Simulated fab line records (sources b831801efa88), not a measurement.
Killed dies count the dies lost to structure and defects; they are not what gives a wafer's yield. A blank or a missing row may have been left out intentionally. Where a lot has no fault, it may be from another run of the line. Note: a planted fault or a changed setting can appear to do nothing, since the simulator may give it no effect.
Which of the tools did it? | flow sky130 | 39 wafers from 13 lots sampled at 4 of the route's 708 steps

## WHAT THE GAUGES READ, wafer by wafer
SKY_METAL2_THK_MEAS_06: measures by xrf.
lot  | measured     | on            | METAL2_ALCU_THK (nm)
L230 | day 34 05:19 | film metro-02 | 254.0 252.9 255.8
L232 | day 35 08:49 | film metro-03 | 252.8 252.1 255.2
L233 | day 35 15:35 | film metro-04 | 258.1 254.8 257.0
L234 | day 35 17:28 | film metro-04 | 255.7 255.3 253.0
L238 | day 37 10:30 | film metro-04 | 259.2 259.4 259.7
L243 | day 38 21:22 | film metro-03 | 251.5 252.9 255.4
L244 | day 38 22:29 | film metro-04 | 251.5 255.1 252.4
L245 | day 39 01:36 | film metro-02 | 258.0 256.9 258.9
L246 | day 39 13:51 | film metro-02 | 254.4 256.0 253.5
L247 | day 39 15:36 | film metro-02 | 258.7 260.5 262.6
L249 | day 40 08:09 | film metro-02 | 261.0 261.1 261.1
L250 | day 40 13:01 | film metro-02 | 254.6 255.2 257.2
L251 | day 41 01:42 | film metro-02 | 257.1 255.9 256.2

SKY_VIA4_BOW_MEAS_03.
lot  | measured     | on            | VIA4_BOW (um)
L230 | day 42 03:03 | film metro-02 | 67 79 90
L232 | day 43 01:53 | film metro-02 | 91 91 88
L233 | day 43 07:52 | film metro-02 | 80 83 86
L234 | day 43 08:29 | film metro-01 | 78 68 77
L238 | day 44 23:04 | film metro-02 | 91 80 84
L243 | day 46 02:19 | film metro-02 | 74 71 64
L244 | day 46 03:20 | film metro-01 | 80 75 73
L245 | day 46 08:18 | film metro-02 | 72 66 73
L246 | day 46 17:04 | film metro-01 | 86 66 84
L247 | day 46 18:45 | film metro-01 | 89 85 79
L249 | day 47 07:32 | film metro-01 | 99 90 71
L250 | day 47 11:15 | film metro-01 | 83 86 84
L251 | day 47 21:29 | film metro-04 | 71 77 75

## WHAT TOOL EACH LOT RAN ON (gives the tool, then ch and the chambers of the sampled wafers, and finally the start)
lot  | SKY_VIA2_SPUTTER_20          | SKY_CAP2M_SPUTTER_02
L230 | pvd sputter-04, day 36 13:55 | pvd sputter-04, day 40 00:43
L232 | pvd sputter-01, day 37 16:08 | pvd sputter-01, day 41 00:23
L233 | pvd sputter-03, day 37 22:43 | pvd sputter-01, day 41 06:34
L234 | pvd sputter-03, day 38 00:02 | pvd sputter-01, day 41 06:53
L238 | pvd sputter-03, day 39 16:50 | pvd sputter-02, day 42 23:16
L243 | pvd sputter-01, day 41 01:01 | pvd sputter-02, day 44 04:29
L244 | pvd sputter-01, day 41 02:29 | pvd sputter-04, day 44 05:31
L245 | pvd sputter-03, day 41 04:58 | pvd sputter-04, day 44 08:16
L246 | pvd sputter-04, day 41 16:52 | pvd sputter-01, day 44 19:28
L247 | pvd sputter-04, day 41 18:03 | pvd sputter-01, day 44 21:12
L249 | pvd sputter-01, day 42 09:50 | pvd sputter-04, day 45 10:22
L250 | pvd sputter-01, day 42 15:07 | pvd sputter-04, day 45 16:09
L251 | pvd sputter-01, day 43 03:20 | pvd sputter-01, day 46 03:17
- SKY_VIA2_SPUTTER_20: material TiN, target thk 20 nm, time 80 s.
- SKY_CAP2M_SPUTTER_02: material TiN, target thk 200 nm, time 166.7 s.

## WHAT THE TOOLS THEMSELVES READ (means of the sampled wafers that have a number; where no wafer has one, the mark that the record gives instead)
SKY_VIA2_SPUTTER_20.
lot  | tool           | chamber pressure pa (Pa) | throttle valve pct (%)
L230 | pvd sputter-04 | 5.015                    | 31.4
L232 | pvd sputter-01 | 4.991                    | 30.5
L233 | pvd sputter-03 | 4.999                    | 29.0
L234 | pvd sputter-03 | 5.004                    | 28.8
L238 | pvd sputter-03 | 5.013                    | 29.7
L243 | pvd sputter-01 | 5.004                    | 30.6
L244 | pvd sputter-01 | 5.000                    | 30.8
L245 | pvd sputter-03 | 4.990                    | 30.6
L246 | pvd sputter-04 | 5.008                    | 30.8
L247 | pvd sputter-04 | 5.000                    | 31.0
L249 | pvd sputter-01 | 4.989                    | 30.2
L250 | pvd sputter-01 | 5.002                    | 29.5
L251 | pvd sputter-01 | 4.996                    | 29.8

SKY_CAP2M_SPUTTER_02.
lot  | tool           | chamber pressure pa (Pa) | throttle valve pct (%)
L230 | pvd sputter-04 | 0.4004                   | 30.2
L232 | pvd sputter-01 | 0.3995                   | 30.1
L233 | pvd sputter-01 | 0.3988                   | 30.9
L234 | pvd sputter-01 | 0.3940                   | 30.3
L238 | pvd sputter-02 | 0.4009                   | 30.2
L243 | pvd sputter-02 | 0.3999                   | 30.3
L244 | pvd sputter-04 | 0.4000                   | 29.4
L245 | pvd sputter-04 | 0.3991                   | 31.1
L246 | pvd sputter-01 | 0.4008                   | 30.2
L247 | pvd sputter-01 | 0.3996                   | 30.4
L249 | pvd sputter-04 | 0.4005                   | 30.3
L250 | pvd sputter-04 | 0.3998                   | 31.5
L251 | pvd sputter-01 | 0.4008                   | 30.3

## THE ANSWER, worked out from the rows above alone
Rule: the lots themselves supply what counts as usual. Put in order of their means at a reading, lots are off if they are a third of the lots or fewer, leave a main group of 4 or more, and stand apart from it by a gap of 3 or more times the standard deviation of the main group's means; of several such gaps the widest counts. A main group whose means are all the same, to the digits that the tables above print for the reading, isn't used. A lot without any number at a reading at which 4 lots or more have one is off too. Where the step has rows for the other lots, those lots are counted as sound. After the gauges, taken in route order, come the tools' own readings; for these a lot's mean is taken, as printed above. At the first step where some lot is off, the reading lying furthest off is the one used; lots without a number count as furthest.
Off, at SKY_CAP2M_SPUTTER_02 on chamber pressure pa: L234. The main group: mean 0.4000 Pa, standard deviation 0.00066.
A tool fits if, at that step or a process step before it, it ran every lot that is off, and no sound lot after the first of them. Of those tried, none fits.

## WHAT THE SIMULATOR PUT IN
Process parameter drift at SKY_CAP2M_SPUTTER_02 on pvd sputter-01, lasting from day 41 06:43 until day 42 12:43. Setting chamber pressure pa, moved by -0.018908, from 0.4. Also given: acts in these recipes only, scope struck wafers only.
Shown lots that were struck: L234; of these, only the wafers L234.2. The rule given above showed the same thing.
